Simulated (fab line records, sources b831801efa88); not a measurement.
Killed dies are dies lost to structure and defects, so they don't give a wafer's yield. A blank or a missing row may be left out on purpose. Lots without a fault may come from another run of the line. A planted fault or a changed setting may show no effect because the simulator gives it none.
fab line records | flow gf180mcu
record lots=5 wafers=23
route steps=602 shown STI@14 DNWELL@40 NWELL@45 MVSD@68 VT_IMPLANT@93 DUAL_GATE@143
start_h: hours from the record's first day to the start of the lot's first wafer shown | wait_h: hours since the lot's step before | " the same as in the row above | L1.1+2: a row that stands for several wafers | - no value, or no start given | * or withheld: withheld | < > ~ a bound
route shown NAME@n: a module of which the file shows steps, and the number in the route of the first | usual: mean/standard deviation of fault-free wafers | same: alike in all rows | chamber/n: place in a boat | sites: the reading at each site | _std_site: their standard deviation | _edge_site: outer sites' mean less inner sites' | radius_mm: how far each site lies from the wafer's centre | mask NAME#n: copy n | behind: the tool/chamber that last shaped the wafer | hold: why the lot was held/for how many hours/how that ended | device: the transistor (n, p or np) that didn't switch | end of line: the same wafers' tests at the end of the route | a step without rows: its recipe alone | killed: dies lost to structure and defects at the first sort, not the wafer's yield | map: a wafer's dies, x killed, . not, _ none there
set.NAME: the setting as run; set.NAME@STEP: as run at that earlier step | model.NAME: the simulator's own value behind a step, which no gauge read
lots whose settings were changed on purpose; a table a step, a row a wafer
## steps
# step GF_STI_ETCH_13
# recipe chemistry=CHF3/O2 stop_on=Si over_etch_frac=0.3 target_depth_a=2823.1 source_w=600 bias_w=200 pressure_mtorr=40 chf3_flow_sccm=50 O2_flow_sccm=5 time_s=112.9
# usual oes_product_au=0.830/0.0066
# columns lot.wafer tool chamber start_h wait_h set.over_etch_frac oes_product_au
L074.1 rie_diel-04 1 25.35 0.1 0.3 0.837
L074.4 " 2 " " 0.3 0.841
L074.6 " 1 " " 0.3 0.831
L078.1 rie_diel-04 0 45.94 0.1 0.3 0.833
L078.2 " 1 " " 0.244 0.854
L078.3 " 3 " " 0.3 0.832
L078.4 " 2 " " 0.244 0.865
L078.6 " 2 " " 0.3 0.841
L079.1 rie_diel-03 2 50.34 0.1 0.3 0.830
L079.2 " 3 " " 0.3 0.831
L079.3 " 1 " " 0.3 0.831
L079.5 " 2 " " 0.3 0.832
L079.6 " 1 " " 0.3 0.832
L082.1 rie_diel-04 2 67.29 0.1 0.325 0.807
L082.3 " 3 " " 0.3 0.815
L082.4 " 0 " " 0.325 0.810
L082.5 " 1 " " 0.3 0.815
L082.6 " 0 " " 0.3 0.823
L085.1 rie_diel-03 3 82.02 0.1 0.3 0.830
L085.2 " 0 " " 0.3 0.841
L085.4 " 2 " " 0.3 0.833
L085.5 " 1 " " 0.3 0.833
L085.6 " 0 " " 0.3 0.833
# step GF_DNWELL_STRIP_08
# recipe chemistry=O2/N2 power_w=1400 pressure_mtorr=1500 platen_temp_c=250 o2_flow_sccm=3000 n2_flow_sccm=300 overash_fraction=0.5
# usual oes_product_au=0.723/0.0048 strip_time_to_endpoint_s=37.04/0.11
# columns lot.wafer tool chamber start_h wait_h set.platen_temp_c oes_product_au strip_time_to_endpoint_s
L074.1 plasma_asher-04 1 42.32 0.1 250 0.721 37.04
L074.4 " 0 " " 250 0.721 37.04
L074.6 " 0 " " 250 0.725 37.03
L078.1 plasma_asher-02 1 62.82 0.1 246.4 0.696 39.62
L078.2 " 0 " " 246.4 0.691 39.59
L078.3 " 0 " " 246.4 0.697 39.72
L078.4 " 1 " " 250 0.726 37.09
L078.6 " 1 " " 250 0.728 37.09
L079.1 plasma_asher-04 0 67.63 0.1 250 0.719 37.08
L079.2 " 1 " " 245.4 0.684 40.36
L079.3 " 0 " " 250 0.724 37.07
L079.5 " 1 " " 250 0.721 36.97
L079.6 " 0 " " 245.4 0.674 40.46
L082.1 plasma_asher-01 0 86.67 0.1 255.8 0.780 33.15
L082.3 " 0 " " 255.8 0.778 33.06
L082.4 " 1 " " 255.8 0.775 33.10
L082.5 " 1 " " 250 0.725 36.98
L082.6 " 0 " " 250 0.720 36.94
L085.1 plasma_asher-01 1 100.13 0.1 250 0.721 37.12
L085.2 " 0 " " 250 0.730 37.12
L085.4 " 0 " " 250 0.730 37.08
L085.5 " 1 " " 250 0.733 37.06
L085.6 " 0 " " 250 0.710 37.10
# step GF_NWELL_SOFTBAKE_03
# recipe temp_c=110 time_s=withheld
# columns lot.wafer tool chamber start_h wait_h set.temp_c
L074.1+4+6 litho_track-03 0 48.48 0.1 110
L078.1+3 litho_track-02 0 69.12 0.1 112.1
L078.2+4+6 " 0 " " 110
L079.1+2+5 litho_track-03 0 74.18 0.1 112.1
L079.3+6 " 0 " " 110
L082.1+3+4+5+6 litho_track-03 0 93.53 0.1 110
L085.1+5 litho_track-02 0 107.27 0.1 106.6
L085.2+4+6 " 0 " " 110
# step GF_NWELL_IMPLANT_09
# recipe species=P energy_kev=160 dose_cm2=4e+12 tilt_deg=0
# columns lot.wafer tool chamber start_h wait_h set.energy_kev
L074.1+4+6 implanter-03 0 54.96 0.1 160
L078.1+2+3+4+6 implanter-02 0 76.07 0.1 160
L079.1+3+6 implanter-04 0 81.46 0.1 167.9
L079.2+5 " 0 " " 160
L082.1+5 implanter-02 0 101.22 0.1 153.6
L082.3+4+6 " 0 " " 160
L085.1+2+4+5+6 implanter-03 0 115.66 0.1 160
# step GF_NWELL_STRIP_10
# recipe chemistry=O2/N2 power_w=1400 pressure_mtorr=1500 platen_temp_c=250 o2_flow_sccm=3000 n2_flow_sccm=300 overash_fraction=0.5
# usual strip_time_to_endpoint_s=37.01/0.088
# columns lot.wafer tool chamber start_h wait_h set.temp_c@NWELL_SOFTBAKE_03 strip_time_to_endpoint_s
L074.1 plasma_asher-03 1 55.11 0.1 110 36.90
L074.4 " 1 " " 110 36.85
L074.6 " 1 " " 110 36.93
L078.1 plasma_asher-01 1 76.22 0.1 112.1 36.87
L078.2 " 0 " " 110 36.97
L078.3 " 1 " " 112.1 36.88
L078.4 " 0 " " 110 37.03
L078.6 " 0 " " 110 37.07
L079.1 plasma_asher-01 0 81.61 0.1 112.1 36.86
L079.2 " 1 " " 112.1 36.87
L079.3 " 1 " " 110 37.01
L079.5 " 1 " " 112.1 36.81
L079.6 " 0 " " 110 36.99
L082.1 plasma_asher-03 1 101.37 0.1 110 36.96
L082.3 " 0 " " 110 36.89
L082.4 " 1 " " 110 36.90
L082.5 " 1 " " 110 36.98
L082.6 " 0 " " 110 36.85
L085.1 plasma_asher-01 0 115.81 0.1 106.6 37.34
L085.2 " 1 " " 110 36.87
L085.4 " 1 " " 110 36.86
L085.5 " 0 " " 106.6 37.21
L085.6 " 1 " " 110 36.90
# step GF_MVSD_COAT_02
# recipe spin_rpm=2000 resist_thk_nm=3000
# columns lot.wafer tool chamber start_h wait_h set.spin_rpm model.coat_of_MVSD_COAT_02.thk_nm
L074.1 litho_track-02 0 74.52 0.1 2000 3005
L074.4 " 0 " " 2000 3006
L074.6 " 0 " " 2000 3009
L078.1 litho_track-04 0 96.72 0.1 2147 2913
L078.2 " 0 " " 2147 2910
L078.3 " 0 " " 2000 3012
L078.4 " 0 " " 2000 3017
L078.6 " 0 " " 2000 3029
L079.1 litho_track-02 0 102.87 0.1 1907 3082
L079.2 " 0 " " 1907 3079
L079.3 " 0 " " 2000 2999
L079.5 " 0 " " 2000 3008
L079.6 " 0 " " 2000 3009
L082.1 litho_track-01 0 123.73 0.1 2148 2901
L082.3 " 0 " " 2000 3004
L082.4 " 0 " " 2148 2908
L082.5 " 0 " " 2000 3005
L082.6 " 0 " " 2148 2894
L085.1+4 litho_track-01 0 138.98 0.1 2000 3013
L085.2 " 0 " " 1870 3128
L085.5 " 0 " " 2000 3014
L085.6 " 0 " " 1870 3119
# step GF_MVSD_SOFTBAKE_03
# recipe temp_c=110 time_s=withheld
# step GF_MVSD_EXPOSE_04
# recipe mask_id=MVSD target_cd_nm=1000 na=0.6 source_shape=conventional sigma_outer=0.6 dose_mj=260
# step GF_MVSD_IMPLANT_08
# recipe species=P energy_kev=400 dose_cm2=1.6e+13 tilt_deg=0
# step GF_MVSD_IMPLANT_09
# recipe species=P energy_kev=100 dose_cm2=5e+12 tilt_deg=0
# step GF_MVSD_STRIP_10
# recipe chemistry=O2/N2 power_w=1400 pressure_mtorr=1500 platen_temp_c=250 o2_flow_sccm=3000 n2_flow_sccm=300 overash_fraction=0.5
# usual strip_time_to_endpoint_s=37.08/0.09
# columns lot.wafer tool chamber start_h wait_h set.spin_rpm@MVSD_COAT_02 strip_time_to_endpoint_s
L074.1 plasma_asher-03 0 81.96 0.1 2000 37.00
L074.4 " 0 " " 2000 37.00
L074.6 " 0 " " 2000 37.06
L078.1 plasma_asher-04 0 104.52 0.1 2147 35.96
L078.2 " 1 " " 2147 35.92
L078.3 " 0 " " 2000 37.08
L078.4 " 1 " " 2000 37.15
L078.6 " 0 " " 2000 37.29
L079.1 plasma_asher-03 0 110.71 0.1 1907 37.89
L079.2 " 1 " " 1907 37.84
L079.3 " 1 " " 2000 36.94
L079.5 " 1 " " 2000 37.04
L079.6 " 0 " " 2000 37.07
L082.1 plasma_asher-04 1 132.55 0.1 2148 35.83
L082.3 " 1 " " 2000 37.00
L082.4 " 0 " " 2148 35.92
L082.5 " 1 " " 2000 37.01
L082.6 " 0 " " 2148 35.74
L085.1 plasma_asher-03 1 147.76 0.1 2000 37.12
L085.2 " 0 " " 1870 38.42
L085.4 " 0 " " 2000 37.10
L085.5 " 0 " " 2000 37.11
L085.6 " 1 " " 1870 38.31
# step GF_VT_IMPLANT_SOFTBAKE_03
# recipe temp_c=90 time_s=60 resist=NOVOLAK
# columns lot.wafer tool chamber start_h wait_h set.temp_c
L074.1+4+6 litho_track-01 0 103.08 0.1 90
L078.1+2+4 litho_track-03 0 127.48 0.1 93.46
L078.3+6 " 0 " " 90
L079.1+3 litho_track-03 0 133.78 0.1 90
L079.2+5+6 " 0 " " 92.44
L082.1+3+4+5+6 litho_track-03 0 156.18 0.1 90
L085.1+2+4 litho_track-03 0 172.33 0.1 93.03
L085.5+6 " 0 " " 90
# step GF_VT_IMPLANT_IMPLANT_08
# recipe species=BF2 energy_kev=20 dose_cm2=8.29e+12 tilt_deg=7
# columns lot.wafer tool chamber start_h wait_h set.energy_kev
L074.1+4+6 implanter-02 0 111.42 0.0 20
L078.1+3+6 implanter-02 0 134.82 0.0 20
L078.2+4 " 0 " " 21.73
L079.1+2+6 implanter-02 0 141.86 0.0 20
L079.3+5 " 0 " " 21.15
L082.1+3 implanter-02 0 165.12 0.0 20.82
L082.4+5+6 " 0 " " 20
L085.1+5+6 implanter-03 0 180.96 0.0 20
L085.2+4 " 0 " " 20.87
# step GF_VT_IMPLANT_STRIP_09
# recipe chemistry=O2/N2 power_w=1400 pressure_mtorr=1500 platen_temp_c=250 o2_flow_sccm=3000 n2_flow_sccm=300 overash_fraction=0.5
# usual strip_time_to_endpoint_s=12.64/0.031
# columns lot.wafer tool chamber start_h wait_h set.temp_c@VT_IMPLANT_SOFTBAKE_03 strip_time_to_endpoint_s
L074.1 plasma_asher-03 0 111.57 0.1 90 12.65
L074.4 " 1 " " 90 12.66
L074.6 " 0 " " 90 12.64
L078.1 plasma_asher-02 0 134.97 0.1 93.46 12.55
L078.2 " 1 " " 93.46 12.60
L078.3 " 0 " " 90 12.64
L078.4 " 1 " " 93.46 12.58
L078.6 " 1 " " 90 12.66
L079.1 plasma_asher-01 0 142.01 0.1 90 12.63
L079.2 " 1 " " 92.44 12.55
L079.3 " 1 " " 90 12.63
L079.5 " 1 " " 92.44 12.52
L079.6 " 0 " " 92.44 12.56
L082.1 plasma_asher-02 1 165.27 0.1 90 12.69
L082.3 " 1 " " 90 12.67
L082.4 " 0 " " 90 12.66
L082.5 " 1 " " 90 12.69
L082.6 " 0 " " 90 12.71
L085.1 plasma_asher-01 1 181.11 0.1 93.03 12.55
L085.2 " 0 " " 93.03 12.59
L085.4 " 0 " " 93.03 12.54
L085.5 " 0 " " 90 12.65
L085.6 " 1 " " 90 12.63
# step GF_VT_IMPLANT_TW_MEAS_10
# usual VT_IMPLANT_TW=561/5.2
# columns lot.wafer tool chamber start_h wait_h set.energy_kev@VT_IMPLANT_IMPLANT_08 VT_IMPLANT_TW
L074.1 film_metro-01 - 111.67 0.1 20 554
L074.4 " - " " 20 553
L074.6 " - " " 20 553
L078.1 film_metro-04 - 135.07 0.1 20 571
L078.2 " - " " 21.73 587
L078.3 " - " " 20 573
L078.4 " - " " 21.73 588
L078.6 " - " " 20 575
L079.1 film_metro-02 - 142.11 0.1 20 561
L079.2 " - " " 20 559
L079.3 " - " " 21.15 568
L079.5 " - " " 21.15 566
L079.6 " - " " 20 560
L082.1 film_metro-01 - 165.37 0.1 20.82 565
L082.3 " - " " 20.82 567
L082.4 " - " " 20 559
L082.5 " - " " 20 558
L082.6 " - " " 20 556
L085.1 film_metro-02 - 181.21 0.1 20 559
L085.2 " - " " 20.87 565
L085.4 " - " " 20.87 567
L085.5 " - " " 20 561
L085.6 " - " " 20 556
# step GF_VT_IMPLANT_IMPLANT_19
# recipe species=As energy_kev=100 dose_cm2=4.35e+12 tilt_deg=7
# columns lot.wafer tool chamber start_h wait_h set.dose_cm2
L074.1+4+6 implanter-02 0 126.47 0.0 4.35e+12
L078.1+4 implanter-04 0 150.57 0.0 4.35e+12
L078.2+3+6 " 0 " " 3.77e+12
L079.1+3+5 implanter-02 0 157.97 0.0 4.35e+12
L079.2+6 " 0 " " 4.729e+12
L082.1+5+6 implanter-03 0 182.76 0.0 4.936e+12
L082.3+4 " 0 " " 4.35e+12
L085.1+2+4+5+6 implanter-02 0 198.46 0.0 4.35e+12
# step GF_VT_IMPLANT_STRIP_20
# recipe chemistry=O2/N2 power_w=1400 pressure_mtorr=1500 platen_temp_c=250 o2_flow_sccm=3000 n2_flow_sccm=300 overash_fraction=0.5
# step GF_VT_IMPLANT_TW_MEAS_21
# usual VT_IMPLANT_2_TW=1215/18
# columns lot.wafer tool chamber start_h wait_h set.dose_cm2@VT_IMPLANT_IMPLANT_19 VT_IMPLANT_2_TW
L074.1 film_metro-01 - 126.72 0.1 4.35e+12 1199
L074.4 " - " " 4.35e+12 1200
L074.6 " - " " 4.35e+12 1195
L078.1 film_metro-04 - 150.82 0.1 4.35e+12 1233
L078.2 " - " " 3.77e+12 1175
L078.3 " - " " 3.77e+12 1176
L078.4 " - " " 4.35e+12 1234
L078.6 " - " " 3.77e+12 1179
L079.1 film_metro-04 - 158.22 0.1 4.35e+12 1231
L079.2 " - " " 4.729e+12 1270
L079.3 " - " " 4.35e+12 1233
L079.5 " - " " 4.35e+12 1242
L079.6 " - " " 4.729e+12 1263
L082.1 film_metro-01 - 183.01 0.1 4.936e+12 1239
L082.3 " - " " 4.35e+12 1190
L082.4 " - " " 4.35e+12 1185
L082.5 " - " " 4.936e+12 1245
L082.6 " - " " 4.936e+12 1244
L085.1 film_metro-01 - 198.71 0.1 4.35e+12 1194
L085.2 " - " " 4.35e+12 1189
L085.4 " - " " 4.35e+12 1188
L085.5 " - " " 4.35e+12 1190
L085.6 " - " " 4.35e+12 1181
# step GF_VT_IMPLANT_STRIP_31
# recipe chemistry=O2/N2 power_w=1400 pressure_mtorr=1500 platen_temp_c=250 o2_flow_sccm=3000 n2_flow_sccm=300 overash_fraction=0.5
# usual oes_product_au=0.716/0.0046 strip_time_to_endpoint_s=12.66/0.032
# columns lot.wafer tool chamber start_h wait_h set.pressure_mtorr oes_product_au strip_time_to_endpoint_s
L074.1 plasma_asher-03 0 142.77 0.1 1500 0.715 12.66
L074.4 " 1 " " 1500 0.716 12.68
L074.6 " 0 " " 1500 0.716 12.67
L078.1 plasma_asher-01 1 167.56 0.1 1349 0.701 13.04
L078.2 " 0 " " 1349 0.695 13.07
L078.3 " 0 " " 1349 0.702 13.08
L078.4 " 1 " " 1349 0.696 13.10
L078.6 " 1 " " 1349 0.686 13.03
L079.1 plasma_asher-03 1 175.16 0.1 1415 0.710 12.90
L079.2 " 0 " " 1415 0.711 12.84
L079.3 " 0 " " 1415 0.715 12.87
L079.5 " 1 " " 1415 0.709 12.87
L079.6 " 0 " " 1415 0.701 12.89
L082.1 plasma_asher-01 1 201.02 0.1 1689 0.735 12.27
L082.3 " 0 " " 1689 0.724 12.24
L082.4 " 1 " " 1689 0.729 12.27
L082.5 " 0 " " 1689 0.733 12.29
L082.6 " 1 " " 1689 0.733 12.25
L085.1 plasma_asher-03 1 216.51 0.1 1387 0.710 12.99
L085.2 " 0 " " 1387 0.713 12.97
L085.4 " 0 " " 1387 0.700 12.99
L085.5 " 0 " " 1387 0.704 12.98
L085.6 " 1 " " 1387 0.711 12.97
# step GF_VT_IMPLANT_SOFTBAKE_36
# recipe temp_c=90 time_s=60 resist=NOVOLAK
# columns lot.wafer tool chamber start_h wait_h set.temp_c
L074.1+4+6 litho_track-01 0 150.48 0.1 90
L078.1+4+6 litho_track-02 0 175.42 0.1 92.89
L078.2+3 " 0 " " 90
L079.1+6 litho_track-02 0 183.77 0.1 90.99
L079.2+3+5 " 0 " " 90
L082.1+5 litho_track-02 0 210.32 0.1 88.13
L082.3+4+6 " 0 " " 90
L085.1+2+4+5+6 litho_track-02 0 224.77 0.1 90
# step GF_VT_IMPLANT_EXPOSE_37
# recipe mask_id=Nwell_HV_AREA target_cd_nm=860 na=0.6 source_shape=conventional sigma_outer=0.6 dose_mj=140
# step GF_VT_IMPLANT_PEB_38
# recipe temp_c=withheld time_s=* resist=NOVOLAK
# step GF_VT_IMPLANT_IMPLANT_41
# recipe species=As energy_kev=69.47 dose_cm2=1.013e+12 tilt_deg=7
# step GF_VT_IMPLANT_STRIP_42
# recipe chemistry=O2/N2 power_w=1400 pressure_mtorr=1500 platen_temp_c=250 o2_flow_sccm=3000 n2_flow_sccm=300 overash_fraction=0.5
# usual strip_time_to_endpoint_s=12.66/0.036
# columns lot.wafer tool chamber start_h wait_h set.temp_c@VT_IMPLANT_SOFTBAKE_36 strip_time_to_endpoint_s
L074.1 plasma_asher-01 0 158.86 0.1 90 12.63
L074.4 " 1 " " 90 12.63
L074.6 " 0 " " 90 12.66
L078.1 plasma_asher-02 1 184.41 0.1 92.89 12.55
L078.2 " 0 " " 90 12.67
L078.3 " 0 " " 90 12.65
L078.4 " 1 " " 92.89 12.56
L078.6 " 1 " " 92.89 12.54
L079.1 plasma_asher-01 1 192.26 0.1 90.99 12.64
L079.2 " 0 " " 90 12.65
L079.3 " 0 " " 90 12.68
L079.5 " 1 " " 90 12.68
L079.6 " 0 " " 90.99 12.62
L082.1 plasma_asher-03 1 219.02 0.1 88.13 12.77
L082.3 " 1 " " 90 12.68
L082.4 " 0 " " 90 12.71
L082.5 " 0 " " 88.13 12.73
L082.6 " 1 " " 90 12.70
L085.1 plasma_asher-03 1 233.42 0.1 90 12.62
L085.2 " 0 " " 90 12.66
L085.4 " 0 " " 90 12.64
L085.5 " 0 " " 90 12.63
L085.6 " 1 " " 90 12.61
# step GF_DUAL_GATE_OXIDATION_02
# recipe temp_c=900 ambient=O2 stabilise_s=600 purge_s=300 target_thk_a=108.87 ox_time_s=1602
# columns lot.wafer tool chamber start_h wait_h set.ox_time_s model.SiO2_of_DUAL_GATE_OXIDATION_02.thk_nm
L074.1 furnace-01 0 159.85 0.0 1602 11.33
L074.4 " 0 " " 1602 11.34
L074.6 " 0 " " 1602 11.19
L078.1 - - - 0.9 1823 11.88
L078.2+3 " - " " 1823 11.98
L078.4 " - " " 1823 11.99
L078.6 " - " " 1823 11.84
L079.1 - - - 0.0 1431 9.783
L079.2 " - " " 1431 9.777
L079.3 " - " " 1431 9.645
L079.5 " - " " 1431 9.693
L079.6 " - " " 1431 9.846
L082.1 - - - 0.0 1801 11.96
L082.3 " - " " 1801 12.13
L082.4 " - " " 1801 11.89
L082.5 " - " " 1801 11.92
L082.6 " - " " 1801 11.77
L085.1 - - - 0.0 1791 11.6
L085.2 " - " " 1791 11.66
L085.4+6 " - " " 1791 11.71
L085.5 " - " " 1791 11.83
# step GF_DUAL_GATE_THK_MEAS_03
# recipe reads=SiO2_of_DUAL_GATE_OXIDATION_02
# usual DUAL_GATE_OXIDATION_00_THK=10.93/0.21
# columns lot.wafer tool chamber start_h wait_h set.ox_time_s@DUAL_GATE_OXIDATION_02 DUAL_GATE_OXIDATION_00_THK[nm]
L074.1 film_metro-01 - 161.29 0.0 1602 11.31
L074.4 " - " " 1602 11.36
L074.6 " - " " 1602 11.21
L078.1 film_metro-02 - - - 1823 11.94
L078.2 " - " " 1823 11.99
L078.3 " - " " 1823 11.96
L078.4 " - " " 1823 11.94
L078.6 " - " " 1823 11.89
L079.1 film_metro-02 - - - 1431 9.78
L079.2 " - " " 1431 9.75
L079.3 " - " " 1431 9.70
L079.5 " - " " 1431 9.69
L079.6 " - " " 1431 9.85
L082.1 film_metro-02 - - - 1801 11.99
L082.3 " - " " 1801 12.17
L082.4 " - " " 1801 11.86
L082.5 " - " " 1801 11.91
L082.6 " - " " 1801 11.80
L085.1 film_metro-02 - - - 1791 11.60
L085.2 " - " " 1791 11.66
L085.4 " - " " 1791 11.73
L085.5 " - " " 1791 11.81
L085.6 " - " " 1791 11.68
## key
split step=GF_STI_ETCH_13 setting=over_etch_frac stated=0.3 by=wafer
response step=GF_STI_ETCH_13 reading=oes_product_au change=-0.00124 per=1% r=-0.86
split step=GF_DNWELL_STRIP_08 setting=platen_temp_c stated=250 by=wafer
response step=GF_DNWELL_STRIP_08 reading=oes_product_au change=+0.0234 per=1% r=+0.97
response step=GF_DNWELL_STRIP_08 reading=strip_time_to_endpoint_s change=* per=1% r=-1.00
split step=GF_NWELL_SOFTBAKE_03 setting=temp_c stated=110 by=wafer
response step=GF_NWELL_STRIP_10 reading=strip_time_to_endpoint_s change=* per=1% r=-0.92
split step=GF_NWELL_IMPLANT_09 setting=energy_kev stated=160 by=wafer
response none clear
split step=GF_MVSD_COAT_02 setting=spin_rpm stated=2000 by=wafer
response step=GF_MVSD_COAT_02 reading=model.coat_of_MVSD_COAT_02.thk_nm change=-15.2 per=1% r=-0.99
response step=GF_MVSD_STRIP_10 reading=strip_time_to_endpoint_s change=* per=1% r=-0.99
split step=GF_VT_IMPLANT_SOFTBAKE_03 setting=temp_c stated=90 by=wafer
response step=GF_VT_IMPLANT_STRIP_09 reading=strip_time_to_endpoint_s change=* per=1% r=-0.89
split step=GF_VT_IMPLANT_IMPLANT_08 setting=energy_kev stated=20 by=wafer
response step=GF_VT_IMPLANT_TW_MEAS_10 reading=VT_IMPLANT_TW change=+1.62 per=1% r=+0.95
split step=GF_VT_IMPLANT_IMPLANT_19 setting=dose_cm2 stated=4.35e+12 by=wafer
response step=GF_VT_IMPLANT_TW_MEAS_21 reading=VT_IMPLANT_2_TW change=+4.08 per=1% r=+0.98
split step=GF_VT_IMPLANT_STRIP_31 setting=pressure_mtorr stated=1500 by=lot
response step=GF_VT_IMPLANT_STRIP_31 reading=oes_product_au change=+0.00137 per=1% r=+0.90
response step=GF_VT_IMPLANT_STRIP_31 reading=strip_time_to_endpoint_s change=* per=1% r=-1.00
split step=GF_VT_IMPLANT_SOFTBAKE_36 setting=temp_c stated=90 by=wafer
response step=GF_VT_IMPLANT_STRIP_42 reading=strip_time_to_endpoint_s change=* per=1% r=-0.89
split step=GF_DUAL_GATE_OXIDATION_02 setting=ox_time_s stated=1602 by=lot
response step=GF_DUAL_GATE_OXIDATION_02 reading=model.SiO2_of_DUAL_GATE_OXIDATION_02.thk_nm change=+0.0856 per=1% r=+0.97
response step=GF_DUAL_GATE_THK_MEAS_03 reading=DUAL_GATE_OXIDATION_00_THK change=+0.0856 per=1% r=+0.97
